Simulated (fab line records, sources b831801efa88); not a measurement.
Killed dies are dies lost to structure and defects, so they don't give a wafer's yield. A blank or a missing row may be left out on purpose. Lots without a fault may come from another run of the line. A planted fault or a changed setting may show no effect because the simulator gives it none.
Which tool did it? | flow sky130 | 6 lots, 18 wafers sampled, at 1 step of a route of 708

WHAT THE GAUGES READ, wafer by wafer
SKY_SONOS_TUNNEL_CD_MEAS_07: target cd 410 nm.
lot  | measured     | on        | cd_nm (nm)
L859 | day 11 15:41 | cd_sem-02 | 411.6 411.6 414.5
L863 | day 12 19:32 | cd_sem-01 | 410.7 410.3 411.1
L865 | day 13 16:25 | cd_sem-01 | 414.1 414.2 412.4
L874 | day 16 22:05 | cd_sem-02 | 404.4 406.8 407.0
L878 | day 17 21:44 | cd_sem-01 | 408.6 407.9 409.6
L880 | day 18 16:58 | cd_sem-01 | 411.8 408.9 413.0

WHICH TOOL RAN EACH LOT (tool, then ch and the chambers of the sampled wafers, then the start)
The record holds no process step before these readings.

THE ANSWER, worked out from the rows above alone
Rule: what is usual is taken from the lots themselves. Put in order of their means at a reading, lots are off if they are a third of the lots or fewer, leave a main group of 4 or more, and stand apart from it by a gap of 3 or more times the standard deviation of the main group's means; of several such gaps the widest counts. A main group whose means are all the same, to the digits that the tables above print for the reading, isn't used. A lot without any number at a reading at which 4 lots or more have one is off too. The other lots that the step has rows for count as sound.
No lot is off at any reading shown: from this, nothing can be told.

WHAT THE SIMULATOR HAD PUT IN
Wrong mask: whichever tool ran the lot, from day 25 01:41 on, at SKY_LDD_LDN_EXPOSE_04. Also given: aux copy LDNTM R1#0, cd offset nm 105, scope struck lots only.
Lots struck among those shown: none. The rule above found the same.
